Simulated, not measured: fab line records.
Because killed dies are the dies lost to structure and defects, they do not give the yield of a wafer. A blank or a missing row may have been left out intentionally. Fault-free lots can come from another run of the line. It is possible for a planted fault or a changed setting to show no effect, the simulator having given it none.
2 desks looking at one fault + flow gf180mcu + what lay behind the numbers comes last; until then each desk has only its own

## FOR THE TOOL OWNER'S DESK: krf_scanner-02
The tool's own readings at GF_V5_EXPOSE_11 (exposes mask Via5, target cd 260 nm): means of the sampled wafers that have a number, for each lot that ran on this tool. Any lot whose mean is over 4 standard deviations away from the usual mean is out of limits and marked OUT; that distance is given in the brackets.
Columns: A = exposure_dose_mJ_cm2 at GF_V5_EXPOSE_11, usual 38.43
| lot  | first seen here | A               |
|------|-----------------|-----------------|
| L903 | day 27 13:34    | 38.45           |
| L904 | day 27 20:55    | 38.46           |
| L905 | day 28 04:13    | 38.46           |
| L907 | day 28 19:48    | 38.46           |
| L909 | day 29 13:16    | 38.44           |
| L911 | day 30 04:35    | 38.48           |
| L916 | day 31 08:09    | 37.45 (-20) OUT |
| L917 | day 31 14:23    | 37.44 (-20) OUT |
This desk's finding: out of limits on L916, L917; first on L916, day 31 08:09 (exposure_dose_mJ_cm2 at GF_V5_EXPOSE_11). L903, L904, L905, L907, L909, L911 stayed within limits.

## THE METROLOGY DESK
What the gauges read, lot by lot, whatever tool the lot ran on: means of the sampled wafers that have a number. Any lot whose mean is over 4 standard deviations away from the usual mean is out of limits and marked OUT; that distance is given in the brackets.
Columns: A = M4_ALCU_RS at GF_M4_RS_MEAS_05, usual 0.0693 ohm/sq; B = cd_nm at GF_M4_CD_MEAS_14, usual 280.1 nm; C = V4_BOW at GF_V4_BOW_MEAS_05, usual 139 um; D = cd_nm at GF_V5_CD_MEAS_14, usual 259.8 nm
| lot  | first seen here | A      | B     | C   | D     |
|------|-----------------|--------|-------|-----|-------|
| L901 | day 22 11:01    | 0.0699 | 280.1 | 132 | 258.6 |
| L903 | day 23 06:50    | 0.0687 | 281.1 | 152 | 259.1 |
| L904 | day 23 16:38    | 0.0707 | 281.7 | 145 | 260.1 |
| L905 | day 24 00:58    | 0.0702 | 276.9 | 157 | 261.0 |
| L907 | day 24 18:17    | 0.0702 | 280.8 | 138 | 259.1 |
| L909 | day 25 14:38    | 0.0699 | 281.4 | 134 | 259.2 |
| L911 | day 26 07:32    | 0.0687 | 280.7 | 132 | 261.1 |
| L916 | day 27 13:35    | 0.0693 | 278.7 | 141 | 255.4 |
| L917 | day 27 20:58    | 0.0680 | 281.0 | 148 | 255.7 |
| L919 | day 28 13:14    | 0.0683 | 280.7 | 127 | 260.6 |
| L920 | day 28 15:58    | 0.0693 | 280.5 | 143 | 260.2 |
| L923 | day 29 14:19    | 0.0689 | 279.0 | 136 | 259.3 |
| L924 | day 29 19:57    | 0.0690 | 279.9 | 149 | 261.0 |
This desk found nothing out of limits on any of the 13 lots.

## BROUGHT TOGETHER
The tool owner's desk could have raised an alarm at day 31 08:09, on L916, L917.
Metrology desk: nothing out of limits seen.
The metrology desk holds a record of L916, L917, inside its limits.
Of the lots named, all ran GF_V5_EXPOSE_11 on krf_scanner-02.

## WHAT THE SIMULATOR HAD PUT IN
Drift in process parameters on krf_scanner-02 at GF_V5_EXPOSE_11, starting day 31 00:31. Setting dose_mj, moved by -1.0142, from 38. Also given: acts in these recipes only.
Shown lots that were struck: L916, L917.
Each desk's first reading out of limits, in hours after the fault started: the tool owner's desk, 8.
